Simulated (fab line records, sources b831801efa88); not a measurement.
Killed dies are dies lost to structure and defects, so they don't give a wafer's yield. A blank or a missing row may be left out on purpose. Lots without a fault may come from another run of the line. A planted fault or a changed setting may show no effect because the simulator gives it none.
Which tool did it? | flow sky130 | 13 lots, 39 wafers sampled, at 2 steps of a route of 708

WHAT THE GAUGES READ, wafer by wafer
SKY_LDD_HVP_TW_MEAS_10.
lot  | measured     | on            | LDD_HVP_TW
L907 | day 21 09:27 | film_metro-03 | 457.3 458.3 457.1
L908 | day 22 01:31 | film_metro-04 | 450.2 452.7 449.8
L910 | day 22 21:56 | film_metro-02 | 451.7 451.8 452.8
L914 | day 24 11:05 | film_metro-02 | 454.0 451.6 454.2
L915 | day 24 21:50 | film_metro-04 | 452.1 450.3 453.7
L916 | day 25 06:25 | film_metro-03 | 458.0 455.7 455.6
L917 | day 25 20:38 | film_metro-02 | 452.1 454.2 454.3
L918 | day 25 23:12 | film_metro-04 | 447.4 448.2 448.0
L919 | day 26 05:14 | film_metro-04 | 449.2 450.5 450.2
L922 | day 27 05:49 | film_metro-02 | 453.2 453.7 453.9
L923 | day 27 09:53 | film_metro-03 | 455.7 451.5 454.7
L926 | day 28 12:38 | film_metro-03 | 454.6 455.0 453.8
L927 | day 28 15:41 | film_metro-04 | 450.5 450.8 449.1

WHICH TOOL RAN EACH LOT (tool, then ch and the chambers of the sampled wafers, then the start)
lot  | SKY_LDD_HVN_STRIP_09
L907 | plasma_asher-02 ch 0, day 20 00:40
L908 | plasma_asher-01 ch 0,1, day 20 17:13
L910 | plasma_asher-03 ch 0,1, day 21 14:14
L914 | plasma_asher-01 ch 0,1, day 23 04:53
L915 | plasma_asher-02 ch 0,1, day 23 16:10
L916 | plasma_asher-03 ch 0,1, day 23 23:57
L917 | plasma_asher-03 ch 0,1, day 24 15:05
L918 | plasma_asher-03 ch 0,1, day 24 18:26
L919 | plasma_asher-02 ch 1, day 24 23:29
L922 | plasma_asher-02 ch 0,1, day 26 00:04
L923 | plasma_asher-03 ch 0,1, day 26 03:55
L926 | plasma_asher-01 ch 0,1, day 27 07:38
L927 | plasma_asher-02 ch 1, day 27 10:44
- SKY_LDD_HVN_STRIP_09: strips in O2/N2.

WHAT THE TOOLS THEMSELVES READ (means of the sampled wafers that have a number; where no wafer has one, the mark that the record gives instead)
SKY_LDD_HVN_STRIP_09.
lot  | tool            | drypump_motor_current_A (A) | oes_product_au (a.u.) | strip_time_to_endpoint_s (s)
L907 | plasma_asher-02 | 5.6                         | 0.408                 | 4.129
L908 | plasma_asher-01 | 5.9                         | 0.406                 | 4.142
L910 | plasma_asher-03 | 5.4                         | 0.407                 | 4.135
L914 | plasma_asher-01 | 6.1                         | 0.412                 | 4.133
L915 | plasma_asher-02 | 5.5                         | 0.409                 | 4.128
L916 | plasma_asher-03 | 5.7                         | 0.406                 | 4.136
L917 | plasma_asher-03 | 5.5                         | 0.412                 | 4.131
L918 | plasma_asher-03 | 5.7                         | 0.408                 | 4.130
L919 | plasma_asher-02 | 5.5                         | 0.415                 | 4.128
L922 | plasma_asher-02 | 5.5                         | 0.407                 | 4.136
L923 | plasma_asher-03 | 5.4                         | 0.411                 | 4.130
L926 | plasma_asher-01 | 6.0                         | 0.412                 | 4.156
L927 | plasma_asher-02 | 5.4                         | 0.406                 | 4.122

THE ANSWER, worked out from the rows above alone
Rule: what is usual is taken from the lots themselves. Put in order of their means at a reading, lots are off if they are a third of the lots or fewer, leave a main group of 4 or more, and stand apart from it by a gap of 3 or more times the standard deviation of the main group's means; of several such gaps the widest counts. A main group whose means are all the same, to the digits that the tables above print for the reading, isn't used. A lot without any number at a reading at which 4 lots or more have one is off too. The other lots that the step has rows for count as sound. The gauges are gone through in route order, then the tools' own readings, and for those a lot's mean is taken as printed above. The first step at which some lot is off is used, and at that step the reading that is off furthest; a lot without a number counts as furthest.
No lot is off at any reading shown: from this, nothing can be told.

WHAT THE SIMULATOR HAD PUT IN
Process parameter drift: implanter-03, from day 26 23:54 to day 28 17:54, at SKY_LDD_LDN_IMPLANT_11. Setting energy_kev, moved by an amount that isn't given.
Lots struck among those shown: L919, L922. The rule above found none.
